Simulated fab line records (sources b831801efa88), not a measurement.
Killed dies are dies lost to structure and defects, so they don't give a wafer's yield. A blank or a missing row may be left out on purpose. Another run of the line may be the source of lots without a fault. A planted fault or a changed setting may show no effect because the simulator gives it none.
Problem report, 8D (eight disciplines) form, completed by code | flow sfq_line | the parts of the form that need people (team, actions taken, sign-off) are left out

## 1. THE ISSUE
Wafers free of any fault read 0.898 ohm/sq (standard deviation 0.0089) for M2_NB_RS at SFQ_M2_RS_MEAS_914, against a mean of 1.161 ohm/sq on 3 wafers of 3 lots. Measured from the usual mean, that is +30 standard deviations.
The step: measures by four-point-probe.
Seen first at day 25 12:48 on film_metro-02, wafer L541.1. The record holds 44 wafers of 15 lots with a number at this step. The rule behind "out" and "out of limits": a value lying over 4 standard deviations away from the usual mean. The rest of the wafers with a number are treated as sound.

## 2. WHAT THIS IS AND IS NOT
question                    | is                           | is not
which readings at this step | M2_NB_RS                     | -
which lots                  | L541, L544, L547             | L532, L533, L534, L535, L536, L537, L538, L548, L549, L551, L552, L554
which wafers of those lots  | L541.1, L544.6, L547.6       | L541.3, L541.5, L544.2, L544.3, L547.4
read on which gauges        | film_metro-02, film_metro-03 | film_metro-04
when                        | from day 25 12:48            | up to then (23 sound wafers); but 18 sound wafers of L544, L547, L548, L549, L551, L552, L554 came after

## 3. WHAT RULES OUT EACH SUSPECT
Counting: if a tool at a process step up to the reading ran every lot that is out, it stays a suspect. Sound lots after the first of them don't rule it out here, since some wafers of a struck lot are sound.
- the gauge at SFQ_M2_RS_MEAS_914 is ruled out. Those wafers that are out were read across 2 gauges (film_metro-02, film_metro-03).
- pvd_sputter-05 at SFQ_TRILAYER_M2_DEP_SPUTTER_055 (material Nb, target thk 200 nm, time 133.3 s): kept. Every lot that is out went through it, the first being L541 (day 25 12:43); the last sound lot it ran before that was L537 (day 24 20:38).
Remaining after the count: pvd_sputter-05 at SFQ_TRILAYER_M2_DEP_SPUTTER_055.

## 4. THE CAUSE (what the simulator had put in)
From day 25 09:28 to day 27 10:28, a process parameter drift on pvd_sputter-05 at SFQ_TRILAYER_M2_DEP_SPUTTER_055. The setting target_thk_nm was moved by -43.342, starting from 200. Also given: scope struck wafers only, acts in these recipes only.
The count eliminated every tool but this one.

## 5. THE EFFECT CHAIN, in route order
Each row: a reading whose mean over the struck wafers that have a number lies more than 3 standard deviations from the usual. Only readings whose record carries a usual standard deviation are examined. hours: median over the lots of the time between each lot's start at the first step of this table that gives one and its start at this step. sigmas: the change, counted in usual standard deviations.
hours | step                                | reading        | usual        | on struck wafers | change | sigmas
0     | SFQ_M2_RS_MEAS_914                  | M2_NB_RS       | 0.898 ohm/sq | 1.161            | +0.263 | +30
139   | SFQ_TRILAYER_M2_ETCH_METAL_ETCH_060 | oes_product_au | 0.888 a.u.   | 0.772            | -0.116 | -17
It contains these process steps:
- SFQ_TRILAYER_M2_ETCH_METAL_ETCH_060: etches Nb in Cl2/Ar, stops on SiO2, target depth 240 nm, time 120 s.

## 6. HOW IT WOULD HAVE BEEN CAUGHT EARLIER
In this record the first reading out of limits at a measuring or inspecting step was taken at day 25 12:48, 3 hours after the fault began at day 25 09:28.
No tool reading at SFQ_TRILAYER_M2_DEP_SPUTTER_055 that has a usual standard deviation in the record was out on any struck wafer, so an alarm limit of 4 standard deviations on those readings would not have fired.
Among the 3 lots that are out, L544, L547 began SFQ_TRILAYER_M2_DEP_SPUTTER_055 on pvd_sputter-05 after day 25 12:48. A hold on the tool at that time would have spared those 2.
